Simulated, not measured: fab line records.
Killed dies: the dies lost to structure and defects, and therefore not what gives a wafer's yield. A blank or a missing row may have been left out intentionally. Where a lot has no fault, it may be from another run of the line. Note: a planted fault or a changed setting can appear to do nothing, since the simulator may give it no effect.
Struck lot and sound lot, side by side ; flow sky130 ; 43 steps out of a route of 708
Sound: wafers L185.2, L185.4, L185.6. Struck: wafer L204.5 (left out: L204.2, L204.6 of the same lot, which were not struck); the cause appears at the end.
Per side, at each step with rows, come the tool, then ch with its chambers, and then its first start. Under that, the readings that differ: sound wafers ; struck wafers ; difference of the means ; sigmas: that difference in standard deviations of wafers without a fault.
alike: same words and numbers on both sides, and readings whose means sit less than 2 such deviations apart. not compared: any withheld reading, any reading some wafer has no value for, any bound like >300 that may hide the same value, and any number with overlapping values for which the record gives no deviation.
Wherever a step has rows on one side only, a row that says differs or no value, or a row with sigmas, the two part there. When numbers do not overlap yet have no deviation, they are printed without sigmas and do not part them. Lack of a reading on every wafer of one side parts them only where that side has two or more wafers.

first, 3 steps without rows for these wafers: SKY_METAL2_EXPOSE_12 (exposes mask MM2, target cd 140 nm); SKY_METAL2_PEB_13; SKY_METAL2_DEVELOP_14 (develop time 60 s).
SKY_METAL2_CD_MEAS_15: target cd 140 nm.
  sound on cd sem-01, day 35 09:14; struck on cd sem-01, day 41 03:38
  alike: cd nm
SKY_METAL2_OVL_MEAS_16:
  sound on overlay-02, day 35 09:20; struck on overlay-01, day 41 03:44
  alike: METAL2_OVL
then, 3 steps without rows for these wafers: SKY_METAL2_DESCUM_17 (chemistry O2, time 8 s); SKY_METAL2_ETCH_18 (etches BARC in N2/H2, stops on SiO2, time 45.9 s, target depth 60 nm); SKY_METAL2_METAL_ETCH_19 (etches the open film in Cl2/BCl3, stops on SiO2, target depth 360 nm, time 78 s).
SKY_METAL2_STRIP_20: strips in O2/N2.
  sound on plasma asher-03 ch 0,1, day 35 09:33; struck on plasma asher-04 ch 0, day 41 04:08
  alike: drypump motor current A, o2 flow sccm, oes product au, strip time to endpoint s
  not compared: rf hours counter h
then, 3 steps without rows for these wafers: SKY_METAL2_STRIP_21 (strips in post etch residue remover, time 1200 s); SKY_METAL2_CLEAN_22 (cleans in IPA, time 180 s); SKY_METAL2_CLEAN_23 (cleans in O3/DIW).
SKY_VIA2_HDPCVD_00: deposits SiO2, target thk 1180 nm, time 196.7 s.
  sound on hdpcvd-02 ch 0,1,2, day 35 10:18; struck on hdpcvd-01 ch 0, day 41 04:46
  alike: sih4 flow sccm
SKY_VIA2_THK_MEAS_01:
  sound on film metro-04, day 35 10:26; struck on film metro-02, day 41 04:53
  alike: VIA2_HDPCVD_THK
SKY_VIA2_CMP_02: polishes SiO2.
  sound on cmp-01 ch 1,2,3, day 35 10:35; struck on cmp-01 ch 2, day 41 05:05
  alike: motor current A, platen rpm
SKY_VIA2_BOW_MEAS_03:
  sound on film metro-02, day 35 10:49; struck on film metro-04, day 41 05:16
  alike: VIA2_BOW
then, 8 steps without rows for these wafers: SKY_VIA2_DEHYDRATE_04 (time 60 s); SKY_VIA2_HMDS_05 (prime time 60 s); SKY_VIA2_COAT_06 (resist thk 60 nm); SKY_VIA2_COAT_07 (resist thk 450 nm); SKY_VIA2_SOFTBAKE_08 (time 90 s); SKY_VIA2_EXPOSE_09 (exposes mask VIM2, target cd 200 nm); SKY_VIA2_PEB_10; SKY_VIA2_DEVELOP_11 (develop time 60 s).
SKY_VIA2_CD_MEAS_12: target cd 200 nm.
  sound on cd sem-02, day 36 12:16; struck on cd sem-01, day 42 05:44
reading;sound;struck;difference;sigmas
cd nm (nm);201.1 200.0 201.6;198.1;-2.8;-2
SKY_VIA2_OVL_MEAS_13:
  sound on overlay-01, day 36 12:22; struck on overlay-02, day 42 05:50
  alike: VIA2_OVL
then, 1 step without rows for these wafers: SKY_VIA2_ETCH_14 (etches BARC in N2/H2, stops on SiO2, time 45.9 s, target depth 60 nm).
SKY_VIA2_ETCH_15: etches SiO2 in C4F8/O2/Ar, stops on TiN, target depth 546 nm, time 84 s.
  sound on rie diel-02 ch 0,2,3, day 36 12:26; struck on rie diel-02 ch 1, day 42 05:55
  alike: oes product au
  not compared: rf hours counter h
SKY_VIA2_STRIP_16: strips in O2/N2.
  sound on plasma asher-04 ch 1, day 36 12:31; struck on plasma asher-02 ch 1, day 42 05:58
reading;sound;struck;difference;sigmas
strip time to endpoint s (s);4.06 4.05 4.05;4.13;+0.08;+2
  alike: drypump motor current A, o2 flow sccm, oes product au
  not compared: rf hours counter h
then, 5 steps without rows for these wafers: SKY_VIA2_STRIP_17 (strips in post etch residue remover, time 1200 s); SKY_VIA2_CLEAN_18 (cleans in IPA, time 180 s); SKY_VIA2_CLEAN_19 (cleans in O3/DIW); SKY_VIA2_SPUTTER_20 (material TiN, target thk 20 nm, time 80 s); SKY_VIA2_CVD_21 (deposits W, target thk 420 nm, time 126.4 s).
SKY_VIA2_RS_MEAS_22: the measuring method here is four-point-probe.
  sound on film metro-04, day 36 13:19; struck on film metro-02, day 42 06:46
  alike: VIA2_W_RS
SKY_VIA2_THK_MEAS_23: measures by xrf.
  sound on film metro-04, day 36 13:25; struck on film metro-02, day 42 06:53
  alike: VIA2_W_THK
then, 5 steps without rows for these wafers: SKY_VIA2_CMP_24 (polishes, stops on SiO2, t overpolish 20 s, target thk 0 nm); SKY_METAL3_SPUTTER_00 (material Ti, target thk 15 nm, time 10 s); SKY_METAL3_SPUTTER_01 (material TiN, target thk 20 nm, time 16.7 s); SKY_METAL3_SPUTTER_02 (material AlCu, target thk 735 nm, time 39.1 s); SKY_METAL3_SPUTTER_03 (material Ti, target thk 5 nm, time 3.3 s).
SKY_METAL3_SPUTTER_04: material TiN, target thk 70 nm, time 58.3 s.
  sound on pvd sputter-01, day 36 13:53; struck on pvd sputter-04, day 42 07:20
  alike: throttle valve pct
-- the record jumps here: 8 days lie between the struck wafers' starts before and after (it left off in module METAL3 and takes up again in module PAD_OPEN, whose first step shown is number 708 of the route) --
SKY_PAD_OPEN_PROBE_99:
  sound on prober-02, day 45 22:28; struck on prober-02, day 50 06:49
reading;sound;struck;difference;sigmas
killed_at_M0_to_M3;48 54 52;68;+17;+2
killed short;47 48 37;28;-16;-3
sort_bin_3_pad_short (%);1.2 1.4 0.4;2.4;+1.4;+4
sort_bin_5_function (%);11.0 12.0 12.4;15.0;+3.2;+2
model.etest.tester.sort n pass;397 386 389;377;-14;
model.etest.tester.sort yield pct (%);80.69 78.46 79.06;76.63;-2.77;
model.etest.tester.sort_bin_5_pct (%);10.98 11.99 12.4;15.04;+3.25;
model.etest.tester.sort_bin_3_pct (%);1.22 1.423 0.4065;2.439;+1.423;
  alike: defect limited yield, killed_at_M4_up, killed at contacts, killed at front end, killed at other, killed dies, killed open, sort_bin_6_memory, sort n pass, sort yield pct

## WHERE THEY PART
First at SKY_VIA2_CD_MEAS_12; last, within this record, at SKY_PAD_OPEN_PROBE_99.

WHY: what had been put in by the simulator
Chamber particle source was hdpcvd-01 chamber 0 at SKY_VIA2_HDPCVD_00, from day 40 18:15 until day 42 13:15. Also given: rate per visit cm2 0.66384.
